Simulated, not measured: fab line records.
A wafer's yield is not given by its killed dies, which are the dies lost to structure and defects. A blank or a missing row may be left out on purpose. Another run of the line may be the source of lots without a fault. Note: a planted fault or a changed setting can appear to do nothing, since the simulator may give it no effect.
A struck lot beside a sound one	flow gf180mcu	15 out of 602 route steps
Sound: these wafers, L613.1, L613.4, L613.6. Struck: wafers L616.1, L616.4. (L616.5 of the same lot was not struck and is left out.) The cause comes at the end.
Order at every step that has rows: each side's tool, ch and its chambers, its first start. Under that, the readings that differ: sound wafers	struck wafers	difference of the means	sigmas: that difference in standard deviations of wafers without a fault.
alike: readings whose means differ by less than 2 such deviations, and words and numbers that are the same on both sides. not compared: withheld readings, readings that some wafer has no value for, bounds like >300 that may hide the same value, and numbers for which the record gives no deviation and whose values overlap.
The two part at a step that has a row with sigmas, a row that says differs or no value, or rows on one side only. Numbers that don't overlap but have no deviation are shown without sigmas and don't part them. A reading that every wafer of one side lacks parts them only if that side has two wafers or more.

GF_V3_CD_MEAS_14: target cd 260 nm.
  sound on cd_sem-01, day 22 23:32; struck on cd_sem-01, day 24 01:02
reading	sound	struck	difference	sigmas
cd_nm (nm)	257.5 259.3 258.2	260.4 260.3	+2.0	+2
GF_V3_OVL_MEAS_15:
  sound on overlay-02, day 22 23:40; struck on overlay-02, day 24 01:10
  alike: V3_OVL
then, 1 step without rows for these wafers: GF_V3_ETCH_16 (etches BARC in N2/H2).
GF_V3_ETCH_17: etches SiO2 in C4F8/O2/Ar, stops on TiN, target depth 635 nm.
  sound on rie_diel-03 ch 1,2; struck on rie_diel-03 ch 0,1
  alike: oes_product_au
GF_V3_STRIP_18: strips in O2/N2.
  sound on plasma_asher-03 ch 0, day 22 23:49; struck on plasma_asher-04 ch 0,1, day 24 01:19
reading	sound	struck	difference	sigmas
drypump_motor_current_A (A)	6.5 6.6 6.5	5.0 4.8	-1.6	-3
heater_power_w (W)	326 315 313	334 351	+24	+2
  alike: oes_product_au
  not compared: rf_hours_counter_h
then, 2 steps without rows for these wafers: GF_V3_STRIP_19 (strips in post etch residue remover, time 1200 s); GF_V3_CLEAN_20 (cleans in DIW).
GF_V3_SPUTTER_21: material Ti, target thk 15 nm, time 80.02 s.
  sound on pvd_sputter-03, day 23 00:22; struck on pvd_sputter-04, day 24 01:52
  alike: throttle_valve_pct
GF_V3_SPUTTER_22: material TiN, target thk 10 nm, time 40 s.
  sound on pvd_sputter-03, day 23 00:25; struck on pvd_sputter-04, day 24 01:56
  alike: throttle_valve_pct
GF_V3_CVD_23: deposits W, target thk 350 nm, time 104.9 s.
  sound on cvd_w-02 ch 0,1, day 23 00:28; struck on cvd_w-02 ch 0,1, day 24 01:58
  alike: heater_power_w
GF_V3_RS_MEAS_24: a four-point-probe measurement.
  sound on film_metro-02, day 23 00:34; struck on film_metro-01, day 24 02:05
  alike: V3_W_RS
GF_V3_THK_MEAS_25: measures by xrf.
  sound on film_metro-02, day 23 00:41; struck on film_metro-01, day 24 02:12
  alike: V3_W_THK
GF_V3_CMP_26: polishes, stops on SiO2, t overpolish 15 s, target thk 0 nm.
  sound on cmp-01 ch 1,3, day 23 00:48; struck on cmp-01 ch 0,1, day 24 02:16
reading	sound	struck	difference	sigmas
overpolish_run_s (s)	15.007 15.003 14.996	0.038 0.038	-14.964	-99 or more
time_to_endpoint_s (s)	87.1 86.7 83.7	130.4 129.0	+43.9	+18
  alike: motor_current_A, slurry_filter_dp_kPa
then, 1 step without rows for these wafers: GF_M4_SPUTTER_00 (material Ti, target thk 37.5 nm, time 150 s).
-- the record jumps here: 6 days lie between the struck wafers' starts before and after (it left off in module M4 and takes up again in module PASSIVATION, whose first step shown is number 602 of the route) --
GF_PASSIVATION_PROBE_99:
  the record has rows for the struck wafers here (prober-02, day 30 09:35) and none for the sound ones

WHERE THEY PART
Last at GF_PASSIVATION_PROBE_99 as far as this record goes, first at GF_V3_CD_MEAS_14.

WHY: whatever the simulator had introduced
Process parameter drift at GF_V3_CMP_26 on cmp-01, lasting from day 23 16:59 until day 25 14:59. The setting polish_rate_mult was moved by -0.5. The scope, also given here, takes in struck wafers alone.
